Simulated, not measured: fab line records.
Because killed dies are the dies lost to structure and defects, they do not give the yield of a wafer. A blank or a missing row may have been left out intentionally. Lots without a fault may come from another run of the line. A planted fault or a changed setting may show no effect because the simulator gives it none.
Struck lot and sound lot, side by side    flow sky130    31 steps out of a route of 708
Sound: wafers L386.3, L386.4, L386.5. Struck: wafer L400.1 (left out: L400.2, L400.4 of the same lot, which were not struck); the cause appears at the end.
For every step that has rows: the tool of each side, followed by ch and its chambers, followed by its first start. Under that, the readings that differ: sound wafers    struck wafers    difference of the means    sigmas: that difference in standard deviations of wafers without a fault.
alike: readings whose means differ by less than 2 such deviations, and words and numbers that are the same on both sides. not compared: withheld readings, readings that some wafer has no value for, bounds like >300 that may hide the same value, and numbers for which the record gives no deviation and whose values overlap.
The two part at a step that has a row with sigmas, a row that says differs or no value, or rows on one side only. Non-overlapping numbers with no deviation appear without sigmas and do not part them. Lack of a reading on every wafer of one side parts them only where that side has two or more wafers.

SKY_LI_CONTACT_OVL_MEAS_13:
  struck on overlay-02, day 34 12:58; sound on overlay-01, day 30 01:57
  alike: LI_CONTACT_OVL
then, 1 step without rows for these wafers: SKY_LI_CONTACT_ETCH_14 (etches BARC in N2/H2, stops on SiO2, time 45.9 s, target depth 60 nm).
SKY_LI_CONTACT_ETCH_15: etches PSG in C4F8/O2/Ar, stops on Si, target depth 600 nm.
  sound on rieDiel-03 ch 2,3, day 30 02:01; struck on rieDiel-04 ch 3, day 34 13:03
  alike: oesProductAu
SKY_LI_CONTACT_STRIP_16: strips in O2/N2.
  sound on plasmaAsher-02 ch 0,1, day 30 02:08; struck on plasmaAsher-01 ch 0, day 34 13:08
reading              sound  struck  difference                    sigmas
rfHoursCounterH (h)  - - -  34      no value on the sound wafers  
  alike: drypumpMotorCurrentA, oesProductAu, stripTimeToEndpointS
then, 3 steps without rows for these wafers: SKY_LI_CONTACT_CLEAN_17 (cleans in NMP, time 600 s); SKY_LI_CONTACT_PRE_CLEAN_18 (time 5.6 s); SKY_LI_CONTACT_SPUTTER_19 (material Ti, target thk 20 nm, time 106.37 s).
SKY_LI_CONTACT_SPUTTER_20: material TiN, target thk 20 nm, time 80 s.
  struck on pvdSputter-04, day 34 13:31; sound on pvdSputter-04, day 30 02:28
  alike: throttleValvePct
then, 1 step without rows for these wafers: SKY_LI_CONTACT_CVD_21 (deposits W, target thk 400 nm, time 120.56 s).
SKY_LI_CONTACT_RS_MEAS_22: measurement is done with a four-point probe.
  struck on filmMetro-02, day 34 13:43; sound on filmMetro-01, day 30 02:42
  alike: LI_CONTACT_W_RS
SKY_LI_CONTACT_THK_MEAS_23: measures by xrf.
  struck on filmMetro-02, day 34 13:50; sound on filmMetro-01, day 30 02:48
  alike: LI_CONTACT_W_THK
then, 1 step without rows for these wafers: SKY_LI_CONTACT_CMP_24 (polishes, stops on PSG, t overpolish 20 s, target thk 0 nm).
SKY_LOCAL_INTERCONNECT_SPUTTER_00: material TiN, target thk 100 nm, time 83.3 s.
  struck on pvdSputter-01, day 34 14:11; sound on pvdSputter-02, day 30 03:08
reading                                                sound            struck  difference  sigmas
throttleValvePct (%)                                   31.1 30.4 30.4   28.6    -2.0        -3
model.TiN_of_LOCAL_INTERCONNECT_SPUTTER_00.thkNm (nm)  102.1 102 101.8  77.39   -24.58      
SKY_LOCAL_INTERCONNECT_RS_MEAS_01: measurement is done with a four-point probe.
  struck on filmMetro-01, day 34 14:15; sound on filmMetro-03, day 30 03:14
reading                             sound              struck  difference  sigmas
LOCAL_INTERCONNECT_TIN_RS (ohm/sq)  13.85 13.84 13.89  18.55   +4.69       +34
SKY_LOCAL_INTERCONNECT_THK_MEAS_02: measures by xrf.
  struck on filmMetro-01, day 34 14:22; sound on filmMetro-03, day 30 03:20
reading                          sound              struck  difference  sigmas
LOCAL_INTERCONNECT_TIN_THK (nm)  103.5 103.1 103.0  78.4    -24.8       -23
then, 8 steps without rows for these wafers: SKY_LOCAL_INTERCONNECT_DEHYDRATE_03 (time 60 s); SKY_LOCAL_INTERCONNECT_HMDS_04 (prime time 60 s); SKY_LOCAL_INTERCONNECT_COAT_05 (resist thk 60 nm); SKY_LOCAL_INTERCONNECT_COAT_06 (resist thk 450 nm); SKY_LOCAL_INTERCONNECT_SOFTBAKE_07 (time 90 s); SKY_LOCAL_INTERCONNECT_EXPOSE_08 (exposes mask LI1M, target cd 170 nm); SKY_LOCAL_INTERCONNECT_PEB_09; SKY_LOCAL_INTERCONNECT_DEVELOP_10 (develop time 60 s).
SKY_LOCAL_INTERCONNECT_CD_MEAS_11: the cd target is 170 nm.
  struck on cdSem-01, day 35 16:49; sound on cdSem-02, day 31 06:45
  alike: cdNm
SKY_LOCAL_INTERCONNECT_OVL_MEAS_12:
  struck on overlay-01, day 35 16:56; sound on overlay-01, day 31 06:50
  alike: LOCAL_INTERCONNECT_OVL
SKY_LOCAL_INTERCONNECT_ETCH_13: etches BARC in N2/H2, stops on SiO2, time 45.9 s, target depth 60 nm.
  sound on rieMetal-02 ch 0,1, day 31 06:53; struck on rieMetal-04 ch 0, day 35 16:58
reading              sound  struck  difference                    sigmas
rfHoursCounterH (h)  - - -  15      no value on the sound wafers  
  alike: drypumpMotorCurrentA, h2FlowSccm, oesProductAu, throttleValvePct
SKY_LOCAL_INTERCONNECT_METAL_ETCH_14: etches TiN in Cl2/BCl3, stops on PSG, target depth 110 nm, time 31.4 s.
  sound on rieMetal-02 ch 0,1, day 31 06:57; struck on rieMetal-04 ch 0, day 35 17:02
reading               sound                 struck  difference                    sigmas
oesProductAu (a.u.)   0.957 0.954 0.958     0.811   -0.145                        -21
rfHoursCounterH (h)   - - -                 15      no value on the sound wafers  
throttleValvePct (%)  21.892 21.888 21.906  21.976  +0.081                        +9
  alike: drypumpMotorCurrentA
SKY_LOCAL_INTERCONNECT_STRIP_15: strips in O2/N2.
  sound on plasmaAsher-02 ch 0,1, day 31 07:01; struck on plasmaAsher-02 ch 0, day 35 17:05
reading              sound  struck  difference                    sigmas
rfHoursCounterH (h)  - - -  74      no value on the sound wafers  
  alike: drypumpMotorCurrentA, oesProductAu, stripTimeToEndpointS
SKY_LOCAL_INTERCONNECT_STRIP_16: strips in post etch residue remover, time 1200 s.
  sound on wetBench-04 ch 3, day 31 07:05; struck on wetBench-03 ch 1, day 35 17:11
reading                                                sound              struck  difference  sigmas
bathHeatDutyPct (%)                                    12.4 12.8 12.6     17.3    +4.7        +2
model.TiN_of_LOCAL_INTERCONNECT_SPUTTER_00.thkNm (nm)  101.7 101.6 101.4  76.96   -24.61      
  alike: tempC
then, 1 step without rows for these wafers: SKY_LOCAL_INTERCONNECT_CLEAN_17 (cleans in IPA, time 180 s).
-- the record jumps here: 14 days lie between the struck wafers' starts before and after (it left off in module LOCAL_INTERCONNECT and takes up again in module PAD_OPEN, whose first step shown is number 708 of the route) --
SKY_PAD_OPEN_PROBE_99:
  struck on prober-01, day 49 14:14; sound on prober-01, day 46 10:25
reading                      sound              struck  difference  sigmas
killed_at_M0_to_M3           43 48 31           57      +16         +2
killedShort                  39 36 23           51      +18         +3
model.etest.resLi.lineOhmUm  74.21 74.32 74.77  98.48   +24.05      
model.etest.resLi.rsOhmSq    12.61 12.6 12.59   16.61   +4.01       
model.etest.mconChain.rcOhm  16.5 16.56 16.7    18.66   +2.07       
  alike: killed_at_M4_up, killedAtContacts, killedAtFrontEnd, killedAtOther, killedDies, killedOpen

WHERE THEY PART
Earliest at SKY_LI_CONTACT_STRIP_16; latest, in this record, at SKY_PAD_OPEN_PROBE_99.

WHY: what had been put in by the simulator
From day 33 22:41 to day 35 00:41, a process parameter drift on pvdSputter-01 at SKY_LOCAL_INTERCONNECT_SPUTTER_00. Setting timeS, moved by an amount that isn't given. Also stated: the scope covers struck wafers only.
